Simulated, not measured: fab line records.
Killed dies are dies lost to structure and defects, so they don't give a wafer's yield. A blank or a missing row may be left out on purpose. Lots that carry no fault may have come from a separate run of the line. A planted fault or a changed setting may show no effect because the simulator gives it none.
Which tool was responsible? :: flow sky130 :: Sampling: 13 lots, 39 wafers, 7 of 708 route steps

WHAT EACH GAUGE READ, for each wafer
SKY_DNWELL_TW_MEAS_09.
lot: L429
measured: day 3 10:17
on: film_metro-01
DNWELL_TW: 1129 1130 1122

lot: L431
measured: day 3 19:04
on: film_metro-02
DNWELL_TW: 1103 1110 1112

lot: L432
measured: day 4 11:12
on: film_metro-03
DNWELL_TW: 1126 1122 1129

lot: L433
measured: day 4 13:59
on: film_metro-03
DNWELL_TW: 1124 1121 1126

lot: L437
measured: day 5 08:21
on: film_metro-02
DNWELL_TW: 1110 1112 1104

lot: L439
measured: day 5 16:08
on: film_metro-02
DNWELL_TW: 1106 1106 1110

lot: L444
measured: day 6 17:43
on: film_metro-01
DNWELL_TW: 1131 1130 1132

lot: L446
measured: day 7 04:31
on: film_metro-03
DNWELL_TW: 1112 1119 1117

lot: L448
measured: day 7 15:51
on: film_metro-02
DNWELL_TW: 1106 1100 1110

lot: L447
measured: day 7 16:12
on: film_metro-03
DNWELL_TW: 1118 1122 1111

lot: L449
measured: day 8 07:17
on: film_metro-01
DNWELL_TW: 1147 1143 1144

lot: L450
measured: day 8 10:13
on: film_metro-01
DNWELL_TW: 1134 1146 1140

lot: L451
measured: day 8 10:23
on: film_metro-03
DNWELL_TW: 1121 1126 1127

SKY_NWELL_OVL_MEAS_10.
lot: L429
measured: day 4 18:49
on: overlay-01
NWELL_00_OVL (nm): 0.1 0.2 2.5

lot: L431
measured: day 5 05:25
on: overlay-02
NWELL_00_OVL (nm): 2.5 1.1 0.1

lot: L432
measured: day 5 23:07
on: overlay-01
NWELL_00_OVL (nm): -0.3 0.0 0.8

lot: L433
measured: day 6 01:07
on: overlay-02
NWELL_00_OVL (nm): 1.0 -0.3 2.1

lot: L437
measured: day 6 21:17
on: overlay-02
NWELL_00_OVL (nm): 0.3 1.2 -0.6

lot: L439
measured: day 7 05:33
on: overlay-02
NWELL_00_OVL (nm): 1.6 0.8 1.8

lot: L444
measured: day 8 08:40
on: overlay-02
NWELL_00_OVL (nm): 0.6 1.5 1.5

lot: L446
measured: day 8 20:08
on: overlay-02
NWELL_00_OVL (nm): -0.6 -1.8 -0.9

lot: L448
measured: day 9 08:39
on: overlay-01
NWELL_00_OVL (nm): -0.1 0.2 -2.4

lot: L447
measured: day 9 09:01
on: overlay-01
NWELL_00_OVL (nm): -1.5 -0.4 -1.4

lot: L449
measured: day 10 00:22
on: overlay-01
NWELL_00_OVL (nm): 3.0 2.7 1.8

lot: L450
measured: day 10 04:08
on: overlay-02
NWELL_00_OVL (nm): -1.8 -1.1 0.0

lot: L451
measured: day 10 04:16
on: overlay-02
NWELL_00_OVL (nm): -0.3 -1.7 0.4

SKY_VT_ADJUST_HVTP_CD_MEAS_07 targets a cd of 380 nm.
lot: L429
measured: day 6 07:40
on: cd_sem-01
cd_nm (nm): 380.2 379.6 381.8

lot: L431
measured: day 6 19:57
on: cd_sem-01
cd_nm (nm): 379.9 380.6 383.6

lot: L432
measured: day 7 13:43
on: cd_sem-02
cd_nm (nm): 383.0 383.3 382.4

lot: L433
measured: day 7 15:52
on: cd_sem-01
cd_nm (nm): 379.0 380.1 378.7

lot: L437
measured: day 8 13:34
on: cd_sem-02
cd_nm (nm): - - -

lot: L439
measured: day 8 23:07
on: cd_sem-01
cd_nm (nm): 379.9 379.0 376.4

lot: L444
measured: day 10 03:09
on: cd_sem-02
cd_nm (nm): 377.7 379.2 378.9

lot: L446
measured: day 10 15:41
on: cd_sem-01
cd_nm (nm): 377.7 379.1 377.5

lot: L448
measured: day 11 05:58
on: cd_sem-01
cd_nm (nm): 383.3 382.5 383.9

lot: L447
measured: day 11 06:48
on: cd_sem-01
cd_nm (nm): 376.1 375.1 376.3

lot: L449
measured: day 11 23:07
on: cd_sem-02
cd_nm (nm): 381.2 381.6 380.1

lot: L450
measured: day 12 02:20
on: cd_sem-01
cd_nm (nm): 379.6 377.0 380.8

lot: L451
measured: day 12 02:58
on: cd_sem-01
cd_nm (nm): 382.1 379.3 381.5

SKY_VT_ADJUST_HVTP_TW_MEAS_11.
lot: L429
measured: day 6 08:04
on: film_metro-02
VT_ADJUST_HVTP_TW: 1341 1337 1345

lot: L431
measured: day 6 20:22
on: film_metro-01
VT_ADJUST_HVTP_TW: 1385 1389 1386

lot: L432
measured: day 7 14:08
on: film_metro-01
VT_ADJUST_HVTP_TW: 1381 1381 1375

lot: L433
measured: day 7 16:17
on: film_metro-02
VT_ADJUST_HVTP_TW: 1346 1346 1349

lot: L437
measured: day 8 13:58
on: film_metro-01
VT_ADJUST_HVTP_TW: 31 31 31

lot: L439
measured: day 8 23:32
on: film_metro-04
VT_ADJUST_HVTP_TW: 1357 1351 1350

lot: L444
measured: day 10 03:32
on: film_metro-04
VT_ADJUST_HVTP_TW: 1350 1337 1340

lot: L446
measured: day 10 16:04
on: film_metro-04
VT_ADJUST_HVTP_TW: 1343 1344 1344

lot: L448
measured: day 11 06:23
on: film_metro-04
VT_ADJUST_HVTP_TW: 1350 1346 1340

lot: L447
measured: day 11 07:13
on: film_metro-01
VT_ADJUST_HVTP_TW: 1387 1384 1382

lot: L449
measured: day 11 23:32
on: film_metro-04
VT_ADJUST_HVTP_TW: 1351 1351 1345

lot: L450
measured: day 12 02:44
on: film_metro-02
VT_ADJUST_HVTP_TW: 1347 1346 1338

lot: L451
measured: day 12 03:23
on: film_metro-02
VT_ADJUST_HVTP_TW: 1344 1347 1345

SKY_VT_ADJUST_LVTN_TW_MEAS_10.
lot: L429
measured: day 7 02:56
on: film_metro-04
VT_ADJUST_LVTN_TW: 241.1 240.1 239.3

lot: L431
measured: day 7 15:14
on: film_metro-03
VT_ADJUST_LVTN_TW: 243.0 242.0 241.5

lot: L432
measured: day 8 10:47
on: film_metro-02
VT_ADJUST_LVTN_TW: 242.3 240.9 240.9

lot: L433
measured: day 8 12:54
on: film_metro-03
VT_ADJUST_LVTN_TW: 242.6 242.7 241.7

lot: L437
measured: day 9 10:31
on: film_metro-02
VT_ADJUST_LVTN_TW: 1355.3 1349.8 1352.8

lot: L439
measured: day 9 20:32
on: film_metro-04
VT_ADJUST_LVTN_TW: 239.9 239.0 240.9

lot: L444
measured: day 11 01:16
on: film_metro-03
VT_ADJUST_LVTN_TW: 241.0 241.5 241.3

lot: L446
measured: day 11 14:00
on: film_metro-02
VT_ADJUST_LVTN_TW: 240.7 238.7 238.8

lot: L448
measured: day 12 06:29
on: film_metro-02
VT_ADJUST_LVTN_TW: 238.6 239.5 239.6

lot: L447
measured: day 12 07:36
on: film_metro-02
VT_ADJUST_LVTN_TW: 239.5 239.4 238.1

lot: L449
measured: day 13 00:41
on: film_metro-02
VT_ADJUST_LVTN_TW: 239.7 238.0 240.3

lot: L450
measured: day 13 03:31
on: film_metro-02
VT_ADJUST_LVTN_TW: 240.2 239.5 239.5

lot: L451
measured: day 13 04:41
on: film_metro-03
VT_ADJUST_LVTN_TW: 241.8 241.4 241.8

SKY_VT_ADJUST_LVTN_OVL_MEAS_18.
lot: L429
measured: day 7 21:52
on: overlay-01
VT_ADJUST_LVTN_01_OVL (nm): 1.0 0.9 4.1

lot: L431
measured: day 8 11:44
on: overlay-01
VT_ADJUST_LVTN_01_OVL (nm): 2.5 1.7 3.5

lot: L432
measured: day 9 07:24
on: overlay-01
VT_ADJUST_LVTN_01_OVL (nm): 2.6 3.6 2.5

lot: L433
measured: day 9 09:33
on: overlay-02
VT_ADJUST_LVTN_01_OVL (nm): -0.4 -0.2 2.0

lot: L437
measured: day 10 07:40
on: overlay-01
VT_ADJUST_LVTN_01_OVL (nm): 0.8 3.2 2.1

lot: L439
measured: day 10 17:50
on: overlay-02
VT_ADJUST_LVTN_01_OVL (nm): 2.1 2.0 -0.3

lot: L444
measured: day 11 23:49
on: overlay-01
VT_ADJUST_LVTN_01_OVL (nm): 2.5 1.3 0.8

lot: L446
measured: day 12 13:50
on: overlay-01
VT_ADJUST_LVTN_01_OVL (nm): 0.6 1.6 1.7

lot: L448
measured: day 13 07:38
on: overlay-02
VT_ADJUST_LVTN_01_OVL (nm): -1.3 -0.3 0.1

lot: L447
measured: day 13 08:14
on: overlay-02
VT_ADJUST_LVTN_01_OVL (nm): 2.0 2.1 4.0

lot: L449
measured: day 14 01:33
on: overlay-01
VT_ADJUST_LVTN_01_OVL (nm): 1.1 2.8 -0.1

lot: L450
measured: day 14 03:51
on: overlay-02
VT_ADJUST_LVTN_01_OVL (nm): 0.1 0.6 -0.5

lot: L451
measured: day 14 04:56
on: overlay-01
VT_ADJUST_LVTN_01_OVL (nm): -0.9 1.3 1.7

WHAT TOOL EACH LOT RAN ON (gives the tool, then ch and the chambers of the sampled wafers, and finally the start)
lot: L429
SKY_VT_ADJUST_HVTP_EXPOSE_04: iline_stepper-01 ch 0, day 5 22:47

lot: L431
SKY_VT_ADJUST_HVTP_EXPOSE_04: iline_stepper-01 ch 0, day 6 09:59

lot: L432
SKY_VT_ADJUST_HVTP_EXPOSE_04: iline_stepper-02 ch 0, day 7 04:02

lot: L433
SKY_VT_ADJUST_HVTP_EXPOSE_04: iline_stepper-02 ch 0, day 7 06:28

lot: L437
SKY_VT_ADJUST_HVTP_EXPOSE_04: iline_stepper-02 ch 0, day 8 03:43

lot: L439
SKY_VT_ADJUST_HVTP_EXPOSE_04: iline_stepper-02 ch 0, day 8 12:49

lot: L444
SKY_VT_ADJUST_HVTP_EXPOSE_04: iline_stepper-02 ch 0, day 9 16:13

lot: L446
SKY_VT_ADJUST_HVTP_EXPOSE_04: iline_stepper-02 ch 0, day 10 04:53

lot: L448
SKY_VT_ADJUST_HVTP_EXPOSE_04: iline_stepper-01 ch 0, day 10 18:55

lot: L447
SKY_VT_ADJUST_HVTP_EXPOSE_04: iline_stepper-01 ch 0, day 10 19:23

lot: L449
SKY_VT_ADJUST_HVTP_EXPOSE_04: iline_stepper-01 ch 0, day 11 10:45

lot: L450
SKY_VT_ADJUST_HVTP_EXPOSE_04: iline_stepper-01 ch 0, day 11 14:19

lot: L451
SKY_VT_ADJUST_HVTP_EXPOSE_04: iline_stepper-02 ch 0, day 11 15:36
- SKY_VT_ADJUST_HVTP_EXPOSE_04: exposes mask HVTPM, target cd 380 nm.

AS READ BY THE TOOLS THEMSELVES (means over the sampled wafers that have a number; for cases with no such wafer, the mark the record gives instead)
SKY_VT_ADJUST_HVTP_EXPOSE_04.
lot: L429
tool: iline_stepper-01
exposure_dose_mJ_cm2: 139.92

lot: L431
tool: iline_stepper-01
exposure_dose_mJ_cm2: 139.95

lot: L432
tool: iline_stepper-02
exposure_dose_mJ_cm2: 140.17

lot: L433
tool: iline_stepper-02
exposure_dose_mJ_cm2: 139.78

lot: L437
tool: iline_stepper-02
exposure_dose_mJ_cm2: 140.05

lot: L439
tool: iline_stepper-02
exposure_dose_mJ_cm2: 139.92

lot: L444
tool: iline_stepper-02
exposure_dose_mJ_cm2: 140.00

lot: L446
tool: iline_stepper-02
exposure_dose_mJ_cm2: 139.93

lot: L448
tool: iline_stepper-01
exposure_dose_mJ_cm2: 140.11

lot: L447
tool: iline_stepper-01
exposure_dose_mJ_cm2: 139.92

lot: L449
tool: iline_stepper-01
exposure_dose_mJ_cm2: 139.82

lot: L450
tool: iline_stepper-01
exposure_dose_mJ_cm2: 140.15

lot: L451
tool: iline_stepper-02
exposure_dose_mJ_cm2: 139.87

THE ANSWER, worked out from the rows above alone
Rule: usual is defined by the lots themselves. Put in order of their means at a reading, lots are off if they are a third of the lots or fewer, leave a main group of 4 or more, and stand apart from it by a gap of 3 or more times the standard deviation of the main group's means; of several such gaps the widest counts. If all means in a main group match to the digits the tables above print for the reading, that group is not used. A lot without any number at a reading at which 4 lots or more have one is off too. Where the step has rows for the other lots, those lots are counted as sound. After the gauges, taken in route order, come the tools' own readings; for these a lot's mean is taken, as printed above. At the first step where some lot is off, the reading lying furthest off is the one used; lots without a number count as furthest.
Off at SKY_VT_ADJUST_HVTP_CD_MEAS_07 (cd_nm): L437. Without a number there: L437. The main group: mean 379.9 nm, standard deviation 2.
If a tool, at a process step before that reading, ran all the lots that are off and no sound lot after the first of them, it fits. The gauges at SKY_VT_ADJUST_HVTP_CD_MEAS_07 aren't tried: what is off there is off at SKY_VT_ADJUST_HVTP_TW_MEAS_11 too, on other tools, and a gauge's error can't cause that. No candidate that was tried fits.

WHAT HAD BEEN PUT IN BY THE SIMULATOR
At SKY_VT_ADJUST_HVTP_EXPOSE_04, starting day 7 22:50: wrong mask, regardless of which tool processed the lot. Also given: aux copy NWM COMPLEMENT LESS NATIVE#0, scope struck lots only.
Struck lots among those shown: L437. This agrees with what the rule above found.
